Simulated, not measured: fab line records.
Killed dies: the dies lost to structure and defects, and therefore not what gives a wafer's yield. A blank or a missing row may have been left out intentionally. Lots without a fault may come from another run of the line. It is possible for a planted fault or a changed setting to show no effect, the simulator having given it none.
Problem report, 8D (eight disciplines) form, completed by code    flow sky130    the parts of the form that need people (team, actions taken, sign-off) are left out

== 1. PROBLEM STATEMENT ==
Wafers free of any fault read 2830 (standard deviation 14) for SD_P_TW at SKY_SD_P_TW_MEAS_11, against a mean of 3127 on 9 wafers of 3 lots. That is +21 standard deviations from the usual mean.
The first sign was on wafer L100.2 at day 27 00:46, on film metro-02. Wafers with a number at this step in the record: 33, from 11 lots. Rule for "out" (also "out of limits"): further than 4 standard deviations from the usual mean. The rest of the wafers with a number are treated as sound.

== 2. WHAT IT IS, WHAT IT ISN'T ==
question                     is                            is not
which readings at this step  SD_P_TW                       -
which lots                   L100, L101, L102              L109, L110, L111, L113, L114, L115, L116, L999
which wafers of those lots   all that have a number        -
read on which gauges         film metro-01, film metro-02  film metro-04
when                         from day 27 00:46             up to then (3 sound wafers); but 21 sound wafers of L109, L110, L111, L113, L114, L115, L116 came after

== 3. WHAT RULES OUT EACH SUSPECT ==
Counting: any tool at a process step up to the reading is kept as a suspect provided that every lot that is out went through it and no sound lot did after the first of them.
- the gauge at SKY_SD_P_TW_MEAS_11 has been ruled out. 2 gauges (film metro-01, film metro-02) read the wafers that are out.
- implanter-01 at SKY_SD_P_IMPLANT_09: ruled out as a lasting fault. Following L100 (day 27 00:31), the first lot on it that is out, the sound lots L110, L109, L114 were run on it.
Left after counting: nothing in the record.

== 4. THE CAUSE (what the simulator had put in) ==
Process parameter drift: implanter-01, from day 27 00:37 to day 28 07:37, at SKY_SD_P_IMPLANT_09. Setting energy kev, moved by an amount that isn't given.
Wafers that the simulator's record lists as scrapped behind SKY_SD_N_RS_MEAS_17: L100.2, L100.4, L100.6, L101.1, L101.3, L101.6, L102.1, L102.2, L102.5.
The count ruled it out by mistake, since the rule takes a fault to strike every lot its tool runs from the start of the fault on, and this one did not do so.

== 5. SEQUENCE OF EFFECTS, ordered by route ==
Each row: a reading whose mean over the struck wafers that have a number lies more than 3 standard deviations from the usual. Readings are gone through only where the record gives a usual standard deviation; hours: the median, over the lots, of the time from a lot's start at the first step in this table giving one to that lot's start at this step; sigmas: the change measured in usual standard deviations.
hours  step                 reading                   usual         on struck wafers  change  sigmas
0      SKY_SD_P_IMPLANT_09  beam energy keV           20.001        28.909            +8.908  +99 or more
0      SKY_SD_P_STRIP_10    oes product au            0.617 a.u.    0.591             -0.026  -6.1
0      SKY_SD_P_STRIP_10    strip time to endpoint s  17.49 s       18.85             +1.36   +37
0      SKY_SD_P_TW_MEAS_11  SD_P_TW                   2830          3127              +297    +21
59     SKY_SD_N_RS_MEAS_17  SD_P_RS                   147.1 ohm/sq  122.6             -24.5   -74
Process steps it contains:
- SKY_SD_P_IMPLANT_09
- SKY_SD_P_STRIP_10: strips in O2/N2.

== 6. HOW IT WOULD HAVE BEEN CAUGHT EARLIER ==
Counted from the fault's start at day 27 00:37, it took 0 hours until the first out-of-limits reading at a measuring or inspecting step in this record, taken at day 27 00:46.
Tool's own readings at SKY_SD_P_IMPLANT_09, beam energy keV: out on all struck wafers the step has rows for; an alarm limit on them would have tripped on the first.
